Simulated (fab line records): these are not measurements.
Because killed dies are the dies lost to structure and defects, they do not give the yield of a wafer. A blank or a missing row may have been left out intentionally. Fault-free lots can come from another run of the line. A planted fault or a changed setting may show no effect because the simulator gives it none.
Which tool did it? :: flow sky130 :: 13 lots, 39 wafers sampled, at 3 steps of a route of 708

## WHAT THE GAUGES READ, wafer by wafer
SKY_LDD_P_CD_MEAS_07 targets a cd of 380 nm.
lot: L836
measured: day 20 14:40
on: cdSem-02
cdNm (nm): 381.0 380.5 380.9

lot: L835
measured: day 20 15:05
on: cdSem-02
cdNm (nm): 386.0 383.3 383.5

lot: L842
measured: day 21 12:21
on: cdSem-01
cdNm (nm): 382.8 380.7 380.9

lot: L845
measured: day 23 21:19
on: cdSem-01
cdNm (nm): 379.6 381.5 380.8

lot: L848
measured: day 24 03:25
on: cdSem-01
cdNm (nm): 378.5 379.0 378.7

lot: L847
measured: day 24 04:28
on: cdSem-02
cdNm (nm): 379.0 380.0 379.4

lot: L850
measured: day 24 19:16
on: cdSem-02
cdNm (nm): 378.9 378.3 377.9

lot: L851
measured: day 24 20:49
on: cdSem-02
cdNm (nm): 379.8 379.8 379.3

lot: L852
measured: day 25 07:38
on: cdSem-02
cdNm (nm): 383.3 382.1 381.5

lot: L854
measured: day 25 14:19
on: cdSem-02
cdNm (nm): 378.3 377.0 379.4

lot: L856
measured: day 26 20:03
on: cdSem-02
cdNm (nm): 379.3 378.6 379.1

lot: L855
measured: day 26 20:14
on: cdSem-01
cdNm (nm): 379.5 378.7 377.8

lot: L857
measured: day 26 21:43
on: cdSem-02
cdNm (nm): 380.9 381.8 380.0

SKY_SD_N_CD_MEAS_07 targets a cd of 380 nm.
lot: L836
measured: day 29 08:20
on: cdSem-01
cdNm (nm): 379.7 380.2 380.3

lot: L835
measured: day 29 08:52
on: cdSem-01
cdNm (nm): 380.3 382.4 381.9

lot: L845
measured: day 32 05:40
on: cdSem-02
cdNm (nm): 378.4 381.8 379.2

lot: L848
measured: day 32 11:25
on: cdSem-02
cdNm (nm): 379.4 383.4 382.2

lot: L847
measured: day 32 13:43
on: cdSem-02
cdNm (nm): 380.9 380.6 380.9

lot: L850
measured: day 33 01:52
on: cdSem-02
cdNm (nm): 382.5 380.2 382.4

lot: L851
measured: day 33 01:55
on: cdSem-01
cdNm (nm): 383.6 383.7 382.2

lot: L852
measured: day 33 14:12
on: cdSem-02
cdNm (nm): 374.4 376.1 376.6

lot: L854
measured: day 33 20:28
on: cdSem-01
cdNm (nm): 379.1 377.9 378.3

lot: L856
measured: day 35 00:04
on: cdSem-01
cdNm (nm): 382.7 385.4 385.6

lot: L855
measured: day 35 01:53
on: cdSem-01
cdNm (nm): 384.0 382.1 381.2

lot: L857
measured: day 35 01:52
on: cdSem-02
cdNm (nm): 373.9 373.3 373.3

## EACH LOT AND THE TOOL THAT RAN IT (in order: tool; ch and the chambers of the sampled wafers; start)
lot: L836
SKY_LDD_LDN_STRIP_12: plasmaAsher-02 ch 0,1, day 24 10:03

lot: L835
SKY_LDD_LDN_STRIP_12: plasmaAsher-01 ch 0,1, day 24 10:31

lot: L842
SKY_LDD_LDN_STRIP_12: plasmaAsher-01 ch 0,1, day 25 07:00

lot: L845
SKY_LDD_LDN_STRIP_12: plasmaAsher-01 ch 0,1, day 27 13:46

lot: L848
SKY_LDD_LDN_STRIP_12: plasmaAsher-01 ch 0,1, day 27 19:17

lot: L847
SKY_LDD_LDN_STRIP_12: plasmaAsher-01 ch 0,1, day 27 20:10

lot: L850
SKY_LDD_LDN_STRIP_12: plasmaAsher-01 ch 0,1, day 28 10:21

lot: L851
SKY_LDD_LDN_STRIP_12: plasmaAsher-02 ch 0,1, day 28 11:34

lot: L852
SKY_LDD_LDN_STRIP_12: plasmaAsher-01 ch 0,1, day 28 22:36

lot: L854
SKY_LDD_LDN_STRIP_12: plasmaAsher-04 ch 0, day 29 04:37

lot: L856
SKY_LDD_LDN_STRIP_12: plasmaAsher-01 ch 0,1, day 30 09:05

lot: L855
SKY_LDD_LDN_STRIP_12: plasmaAsher-02 ch 0,1, day 30 09:05

lot: L857
SKY_LDD_LDN_STRIP_12: plasmaAsher-01 ch 0,1, day 30 10:38
- SKY_LDD_LDN_STRIP_12: strips in O2/N2.

## WHAT THE TOOLS THEMSELVES READ (means of the sampled wafers that have a number; where no wafer has one, the mark that the record gives instead)
SKY_LDD_LDN_STRIP_12.
lot: L836
tool: plasmaAsher-02
drypumpMotorCurrentA (A): 5.60
n2FlowSccm (sccm): 300.8
oesProductAu (a.u.): 0.719
stripTimeToEndpointS (s): 14.22

lot: L835
tool: plasmaAsher-01
drypumpMotorCurrentA (A): 5.79
n2FlowSccm (sccm): 300.7
oesProductAu (a.u.): 0.713
stripTimeToEndpointS (s): 14.15

lot: L842
tool: plasmaAsher-01
drypumpMotorCurrentA (A): 5.78
n2FlowSccm (sccm): 299.7
oesProductAu (a.u.): 0.929
stripTimeToEndpointS (s): -

lot: L845
tool: plasmaAsher-01
drypumpMotorCurrentA (A): 5.75
n2FlowSccm (sccm): 301.2
oesProductAu (a.u.): 0.716
stripTimeToEndpointS (s): 14.15

lot: L848
tool: plasmaAsher-01
drypumpMotorCurrentA (A): 5.77
n2FlowSccm (sccm): 299.2
oesProductAu (a.u.): 0.715
stripTimeToEndpointS (s): 14.09

lot: L847
tool: plasmaAsher-01
drypumpMotorCurrentA (A): 5.75
n2FlowSccm (sccm): 300.6
oesProductAu (a.u.): 0.717
stripTimeToEndpointS (s): 14.19

lot: L850
tool: plasmaAsher-01
drypumpMotorCurrentA (A): 5.79
n2FlowSccm (sccm): 299.7
oesProductAu (a.u.): 0.720
stripTimeToEndpointS (s): 14.19

lot: L851
tool: plasmaAsher-02
drypumpMotorCurrentA (A): 5.60
n2FlowSccm (sccm): 300.0
oesProductAu (a.u.): 0.712
stripTimeToEndpointS (s): 14.11

lot: L852
tool: plasmaAsher-01
drypumpMotorCurrentA (A): 5.73
n2FlowSccm (sccm): 299.9
oesProductAu (a.u.): 0.717
stripTimeToEndpointS (s): 14.15

lot: L854
tool: plasmaAsher-04
drypumpMotorCurrentA (A): 5.59
n2FlowSccm (sccm): 300.5
oesProductAu (a.u.): 0.716
stripTimeToEndpointS (s): 14.18

lot: L856
tool: plasmaAsher-01
drypumpMotorCurrentA (A): 5.81
n2FlowSccm (sccm): 301.7
oesProductAu (a.u.): 0.714
stripTimeToEndpointS (s): 14.21

lot: L855
tool: plasmaAsher-02
drypumpMotorCurrentA (A): 5.88
n2FlowSccm (sccm): 300.6
oesProductAu (a.u.): 0.716
stripTimeToEndpointS (s): 14.19

lot: L857
tool: plasmaAsher-01
drypumpMotorCurrentA (A): 5.78
n2FlowSccm (sccm): 299.5
oesProductAu (a.u.): 0.719
stripTimeToEndpointS (s): 14.10

## THE ANSWER, worked out from the rows above alone
Rule: the lots themselves supply what counts as usual. The widest of any qualifying gaps counts: lots, ordered by their means at a reading, are off when they make up no more than a third of the lots, leave a main group of 4 or more, and stand apart from it by 3 or more times the standard deviation of that group's means. The tables above print the reading to a certain number of digits; a main group whose means all agree to those digits is not used. Also off: a lot with no number at a reading for which 4 or more lots have one. The other lots that the step has rows for count as sound. After the gauges, taken in route order, come the tools' own readings; for these a lot's mean is taken, as printed above. The first step at which some lot is off is used, and at that step the reading that is off furthest; a lot without a number counts as furthest.
Off at SKY_LDD_LDN_STRIP_12 (stripTimeToEndpointS): L842. Without a number there: L842. For the main group the mean is 14.16 s and the standard deviation 0.041.
If a tool, at that step or one of the process steps before it, ran each lot that is off and ran no sound lot following the first of them, it fits. Not one of the candidates tried fits.

## WHAT HAD BEEN PUT IN BY THE SIMULATOR
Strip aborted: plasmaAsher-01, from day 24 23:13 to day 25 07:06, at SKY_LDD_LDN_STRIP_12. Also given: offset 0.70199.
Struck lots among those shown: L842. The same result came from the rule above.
